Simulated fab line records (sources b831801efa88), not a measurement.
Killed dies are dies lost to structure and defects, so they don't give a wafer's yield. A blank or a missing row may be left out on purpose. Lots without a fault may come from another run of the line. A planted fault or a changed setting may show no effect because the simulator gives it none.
fab line records    flow sky130    part 2 of 2: steps 30 to 39 of 39
[record] lots = 5  wafers = 15  lastDay = 50
route steps=708 shown LDD_HVP@288 LDD_LDN@289 SPACER@304 POLY_CUT@307 SD_P@320
lots that met no fault: from a run of the same line without faults
startH: the number of hours between the record's first day and the start of the first shown wafer of the lot    waitH: time in hours since the lot's previous step    " the same as in the row above    L1.1+2: one row covering several wafers at once    - either no value or no given start    * or withheld: withheld    < > ~ a bound
route shown NAME@n: NAME is a module with steps in the file, n the number in the route of the first one    usual: average and standard deviation across the fault-free wafers    same: alike in all rows    chamber/n: place in a boat    sites: each site's reading    _std_site: how widely they spread, as a standard deviation    _edge_site: the outer-site mean with the inner-site mean subtracted    radiusMm: how far each site lies from the wafer's centre    mask NAME#n: copy n    behind: the last tool/chamber to shape the wafer    hold: what put the lot on hold/how long, in hours/how the hold closed    device: names the non-switching transistor (n, p or np)    end of line: tests run on the same wafers once the route is complete    where a step has no rows: the recipe by itself    killed: dies lost to structure and defects at the first sort, not the wafer's yield    map: a wafer's dies, x killed, . not, _ none there
set.NAME: the run value of the setting; set.NAME@STEP: its run value at that earlier step    model.NAME: the simulator's own value behind a step, which no gauge read
lots seen at some steps along the route; tables by step, rows by wafer
services: from which hour (startH, from the record's first day; less than 0 if before it) a tool's chamber was out of use, for how many hours, and why
[[steps]]
[step SKY_POLY_CUT_ETCH_10]
[recipe] chemistry = N2/H2  target = BARC  ionEnergyEv = 200  sourceW = 500  biasW = 100  pressureMtorr = 30  n2FlowSccm = 100  h2FlowSccm = 200  stopOn = SiO2  timeS = 45.9  targetDepthA = 600
[usual] drypumpMotorCurrentA = 6.0/0.49  oesProductAu = 0.855/0.0049  throttleValvePct = 13.224/0.0091
lot.wafer  tool        chamber  startH  waitH  drypumpMotorCurrentA  oesProductAu  rfHoursCounterH  throttleValvePct
L082.1     rieDiel-03  0        625.42  0.0    5.5                   0.855         3                13.211
L082.3     "           1        "       "      6.6                   0.851         72               13.226
L082.5     "           1        "       "      6.6                   0.848         -                13.221
L088.2     rieDiel-02  0        677.16  0.0    6.6                   0.852         56               13.233
L088.4     "           3        "       "      5.7                   0.847         -                13.231
L088.6     "           0        "       "      6.6                   0.857         -                13.211
L093.2     rieDiel-01  1        709.42  0.0    5.3                   0.863         40               13.238
L093.4     "           0        "       "      6.6                   0.849         8                13.230
L093.5     "           3        "       "      5.5                   0.865         -                13.229
L094.2     rieDiel-02  1        724.31  0.0    5.2                   0.854         1                13.227
L094.3     "           3        "       "      5.7                   0.857         7                13.222
L094.4     "           2        "       "      6.1                   0.856         22               13.222
L097.1     rieDiel-02  1        748.32  0.0    5.2                   0.853         2                13.216
L097.4     "           3        "       "      5.7                   0.844         7                13.220
L097.6     "           0        "       "      6.5                   0.855         -                13.214
[step SKY_POLY_CUT_ETCH_11]
[recipe] target = Si3N4  chemistry = CF4/CH2F2/Ar  stopOn = poly-Si  sourceW = 600  biasW = 150  pressureMtorr = 40  cf4FlowSccm = 40  ch2f2FlowSccm = 20  Ar_flow_sccm = 150  timeS = 42.5  targetDepthA = 600
[usual] drypumpMotorCurrentA = 6.0/0.48  oesProductAu = 0.828/0.0061  throttleValvePct = 14.995/0.0094
lot.wafer  tool        chamber  startH  waitH  drypumpMotorCurrentA  oesProductAu  rfHoursCounterH  throttleValvePct
L082.1     rieDiel-03  0        625.47  0.0    5.6                   0.827         3                14.995
L082.3     "           1        "       "      6.6                   0.828         72               14.977
L082.5     "           1        "       "      6.6                   0.827         -                14.997
L088.2     rieDiel-02  0        677.20  0.0    6.5                   0.830         56               14.985
L088.4     "           3        "       "      5.7                   0.836         -                14.995
L088.6     "           0        "       "      6.5                   0.822         -                14.992
L093.2     rieDiel-01  1        709.47  0.0    5.3                   0.824         40               14.997
L093.4     "           0        "       "      6.6                   0.823         8                14.992
L093.5     "           3        "       "      5.5                   0.828         -                15.012
L094.2     rieDiel-02  1        724.35  0.0    5.2                   0.822         2                14.984
L094.3     "           3        "       "      5.7                   0.837         7                15.002
L094.4     "           2        "       "      6.1                   0.823         22               14.995
L097.1     rieDiel-02  1        748.37  0.0    5.2                   0.830         2                14.998
L097.4     "           3        "       "      5.7                   0.832         7                15.020
L097.6     "           0        "       "      6.5                   0.826         -                15.003
[step SKY_POLY_CUT_STRIP_12]
[recipe] chemistry = O2/N2  powerW = 1400  pressureMtorr = 1500  platenTempC = withheld  o2FlowSccm = 3000  n2FlowSccm = 300  overashFraction = 0.5
[usual] drypumpMotorCurrentA = 5.6/0.53  oesProductAu = 0.452/0.0049  stripTimeToEndpointS = 5.360/0.017
lot.wafer  tool            chamber  startH  waitH  drypumpMotorCurrentA  oesProductAu  rfHoursCounterH  stripTimeToEndpointS
L082.1     plasmaAsher-03  0        625.51  0.0    5.4                   0.449         79               5.380
L082.3     "               1        "       "      5.8                   0.459         -                5.371
L082.5     "               0        "       "      5.4                   0.450         -                5.391
L088.2     plasmaAsher-04  0        677.24  0.0    5.9                   0.456         26               5.372
L088.4     "               0        "       "      5.9                   0.445         -                5.362
L088.6     "               0        "       "      5.9                   0.443         -                5.389
L093.2     plasmaAsher-01  0        709.51  0.0    4.8                   0.457         102              5.334
L093.4     "               0        "       "      4.8                   0.446         -                5.344
L093.5     "               1        "       "      6.2                   0.444         -                5.367
L094.2     plasmaAsher-01  0        724.39  0.0    4.8                   0.457         103              5.363
L094.3     "               0        "       "      4.8                   0.446         -                5.344
L094.4     "               1        "       "      6.2                   0.447         -                5.340
L097.1     plasmaAsher-01  0        748.41  0.0    4.8                   0.459         1                5.360
L097.4     "               0        "       "      4.8                   0.447         -                5.350
L097.6     "               1        "       "      6.2                   0.456         -                5.396
[step SKY_SD_P_DEHYDRATE_00]
[recipe] tempC = 200  timeS = 60
[usual] heaterPowerTotalW = 160.38/0.13  plateTempC = 199.97/0.16
lot.wafer  tool           chamber  startH  waitH  heaterPowerTotalW  plateTempC
L082.1     lithoTrack-02  0        638.59  13.1   160.20             199.90
L082.3     "              0        "       "      160.37             200.03
L082.5     "              0        "       "      160.52             200.06
L088.2     lithoTrack-04  0        690.14  12.9   160.39             200.19
L088.4     "              0        "       "      160.35             199.81
L088.6     "              0        "       "      160.49             199.99
L093.2     lithoTrack-04  0        722.34  12.8   160.38             199.75
L093.4     "              0        "       "      160.52             199.52
L093.5     "              0        "       "      160.58             199.83
L094.2     lithoTrack-02  0        736.97  12.5   160.28             200.12
L094.3     "              0        "       "      160.31             199.86
L094.4     "              0        "       "      160.14             200.09
L097.1     lithoTrack-03  0        761.45  13.0   160.44             199.95
L097.4     "              0        "       "      160.17             199.83
L097.6     "              0        "       "      160.56             199.88
[step SKY_SD_P_HMDS_01]
[recipe] primeTimeS = 60  primeTempC = 120
lot.wafer   tool           chamber  startH  waitH
L082.1+3+5  lithoTrack-02  0        638.74  0.1
L088.2+4+6  lithoTrack-04  0        690.29  0.1
L093.2+4+5  lithoTrack-04  0        722.49  0.1
L094.2+3+4  lithoTrack-02  0        737.12  0.1
L097.1+4+6  lithoTrack-03  0        761.60  0.1
[step SKY_SD_P_COAT_02]
[recipe] resist = NOVOLAK  spinRpm = 3000  resistThkNm = 1140
lot.wafer   tool           chamber  startH  waitH
L082.1+3+5  lithoTrack-02  0        638.89  0.1
L088.2+4+6  lithoTrack-04  0        690.44  0.1
L093.2+4+5  lithoTrack-04  0        722.64  0.1
L094.2+3+4  lithoTrack-02  0        737.27  0.1
L097.1+4+6  lithoTrack-03  0        761.75  0.1
[step SKY_SD_P_SOFTBAKE_03]
[recipe] tempC = 90  timeS = 60  resist = NOVOLAK
[usual] heaterPowerTotalW = 56.60/0.044  plateTempC = 90.00/0.12
lot.wafer  tool           chamber  startH  waitH  heaterPowerTotalW  plateTempC
L082.1     lithoTrack-02  0        639.04  0.1    56.62              89.87
L082.3     "              0        "       "      56.59              89.86
L082.5     "              0        "       "      56.62              90.03
L088.2     lithoTrack-04  0        690.59  0.1    56.61              90.14
L088.4     "              0        "       "      56.63              90.10
L088.6     "              0        "       "      56.58              89.90
L093.2     lithoTrack-04  0        722.79  0.1    56.52              90.18
L093.4     "              0        "       "      56.61              90.26
L093.5     "              0        "       "      56.55              90.10
L094.2     lithoTrack-02  0        737.42  0.1    56.63              89.98
L094.3     "              0        "       "      56.50              89.91
L094.4     "              0        "       "      56.69              89.88
L097.1     lithoTrack-03  0        761.90  0.1    56.56              90.02
L097.4     "              0        "       "      56.64              90.13
L097.6     "              0        "       "      56.59              90.10
[step SKY_SD_P_EXPOSE_04]
[recipe] maskId = PSDM  na = 0.6  sourceShape = conventional  sigmaOuter = 0.6  polarization = unpolarized  targetCdNm = 380  doseMj = 138
lot.wafer   tool             chamber  startH  waitH  mask
L082.1+3+5  ilineStepper-02  0        -       -      PSDM#0
L088.2+4+6  ilineStepper-01  0        -       -      PSDM#0
L093.2+4+5  ilineStepper-01  0        -       -      PSDM#0
L094.2+3+4  ilineStepper-01  0        -       -      PSDM#0
L097.1+4+6  ilineStepper-02  0        -       -      PSDM#0
[step SKY_SD_P_PEB_05]
[recipe] tempC = withheld  timeS = *  resist = NOVOLAK
lot.wafer   tool           chamber  startH  waitH
L082.1+3+5  lithoTrack-03  0        -       -
L088.2+4+6  lithoTrack-03  0        -       -
L093.2+4+5  lithoTrack-04  0        -       -
L094.2+3+4  lithoTrack-02  0        -       -
L097.1+4+6  lithoTrack-02  0        -       -
[step SKY_SD_P_DEVELOP_06]
[recipe] resist = NOVOLAK  developer = TMAH  developTimeS = 60  devTempC = 23
lot.wafer   tool           chamber  startH  waitH
L082.1+3+5  lithoTrack-03  0        652.70  0.1
L088.2+4+6  lithoTrack-03  0        703.13  0.1
L093.2+4+5  lithoTrack-04  0        735.59  0.1
L094.2+3+4  lithoTrack-02  0        751.27  0.1
L097.1+4+6  lithoTrack-02  0        775.04  0.1
[[services]]
tool             chamber  startH  hours  kind
krfScanner-01    -        558.15  1.3    pm
ilineStepper-01  -        565.96  7.4    repair
implanter-04     -        575.97  1.9    repair
ilineStepper-01  -        576.99  1.7    pm
rieDiel-02       0        580.50  19.8   repair
lpcvd-02         -        588.69  6.0    pm
implanter-03     -        588.71  4.8    pm
implanter-04     -        593.32  3.0    repair
ilineStepper-02  -        595.27  0.7    repair
plasmaAsher-01   -        598.70  3.7    repair
ilineStepper-02  -        636.82  2.3    repair
plasmaAsher-01   -        638.17  2.9    repair
rieDiel-02       0        669.06  5.4    repair
rieDiel-02       2        671.71  14.9   repair
ilineStepper-02  -        683.95  17.0   repair
ilineStepper-01  -        699.71  6.0    repair
rieDiel-02       2        703.56  3.1    repair
rieDiel-02       -        706.69  2.8    pm
implanter-03     -        719.14  3.7    pm
plasmaAsher-01   -        733.75  9.0    pm
ilineStepper-02  -        736.11  1.7    pm
implanter-03     -        739.19  23.6   pm
ilineStepper-02  -        742.08  6.0    repair
implanter-02     -        755.70  2.3    repair
